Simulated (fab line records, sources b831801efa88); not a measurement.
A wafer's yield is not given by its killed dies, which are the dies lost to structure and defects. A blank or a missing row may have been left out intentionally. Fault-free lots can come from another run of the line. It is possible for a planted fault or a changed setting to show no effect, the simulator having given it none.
The tool behind it: which one? + flow sky130 + 30 wafers from 10 lots sampled at 3 of the route's 708 steps

## WHAT THE GAUGES SHOWED, per wafer
SKY_CAPM_RS_MEAS_03: measurement is done with a four-point probe.
| lot  | measured     | on           | CAPM_TIN_RS (ohm/sq) |
|------|--------------|--------------|----------------------|
| L347 | day 36 09:53 | filmMetro-01 | 6.78 6.78 6.85       |
| L348 | day 36 16:40 | filmMetro-03 | 6.89 6.89 6.89       |
| L349 | day 36 20:20 | filmMetro-02 | 6.92 6.90 6.92       |
| L350 | day 37 09:03 | filmMetro-02 | 6.92 6.80 6.82       |
| L351 | day 37 20:53 | filmMetro-03 | 6.71 6.73 6.73       |
| L352 | day 37 22:46 | filmMetro-03 | 6.86 6.98 6.95       |
| L353 | day 38 06:16 | filmMetro-03 | 6.79 6.96 6.87       |
| L359 | day 40 08:00 | filmMetro-03 | 7.10 7.00 7.04       |
| L361 | day 40 23:16 | filmMetro-01 | 6.85 8.66 6.82       |
| L368 | day 43 10:46 | filmMetro-03 | 6.80 6.72 6.74       |

## TOOL THAT RAN EACH LOT (tool first, then ch and the chambers of the sampled wafers, then the start)
| lot  | SKY_LI_CONTACT_CVD_21        | SKY_CAPM_SPUTTER_02         |
|------|------------------------------|-----------------------------|
| L347 | cvdW-02 ch 0,1, day 29 04:46 | pvdSputter-03, day 36 09:46 |
| L348 | cvdW-01 ch 0,1, day 29 13:12 | pvdSputter-02, day 36 16:31 |
| L349 | cvdW-01 ch 0,1, day 29 16:20 | pvdSputter-01, day 36 20:11 |
| L350 | cvdW-02 ch 0,1, day 30 07:25 | pvdSputter-01, day 37 08:54 |
| L351 | cvdW-01 ch 0,1, day 30 19:52 | pvdSputter-01, day 37 20:47 |
| L352 | cvdW-02 ch 0,1, day 30 21:09 | pvdSputter-03, day 37 22:38 |
| L353 | cvdW-01 ch 0,1, day 31 03:24 | pvdSputter-03, day 38 06:09 |
| L359 | cvdW-02 ch 0,1, day 33 10:23 | pvdSputter-03, day 40 07:54 |
| L361 | cvdW-01 ch 0, day 34 00:29   | pvdSputter-01, day 40 23:08 |
| L368 | cvdW-02 ch 0,1, day 36 19:37 | pvdSputter-02, day 43 10:39 |
- SKY_LI_CONTACT_CVD_21: deposits W, target thk 400 nm, time 120.56 s.
- SKY_CAPM_SPUTTER_02: material TiN, target thk 200 nm, time 166.7 s.

## THE ANSWER, worked out from the rows above alone
Rule: usual is defined by the lots themselves. Put in order of their means at a reading, lots are off if they are a third of the lots or fewer, leave a main group of 4 or more, and stand apart from it by a gap of 3 or more times the standard deviation of the main group's means; of several such gaps the widest counts. If all means in a main group match to the digits the tables above print for the reading, that group is not used. Also off: a lot with no number at a reading for which 4 or more lots have one. Where the step has rows for the other lots, those lots are counted as sound.
Off: L361, seen at SKY_CAPM_RS_MEAS_03 (CAPM_TIN_RS). For the main group the mean is 6.86 ohm/sq and the standard deviation 0.092.
A tool fits if, at a process step before that reading, it ran every lot that is off, and no sound lot after the first of them. Those tools and the gauges at SKY_CAPM_RS_MEAS_03 are tried in the same way. Can't be told from this: 3 tools fit, cvdW-01 at SKY_LI_CONTACT_CVD_21, pvdSputter-01 at SKY_CAPM_SPUTTER_02, filmMetro-01 at SKY_CAPM_RS_MEAS_03.

## WHAT HAD BEEN PUT IN BY THE SIMULATOR
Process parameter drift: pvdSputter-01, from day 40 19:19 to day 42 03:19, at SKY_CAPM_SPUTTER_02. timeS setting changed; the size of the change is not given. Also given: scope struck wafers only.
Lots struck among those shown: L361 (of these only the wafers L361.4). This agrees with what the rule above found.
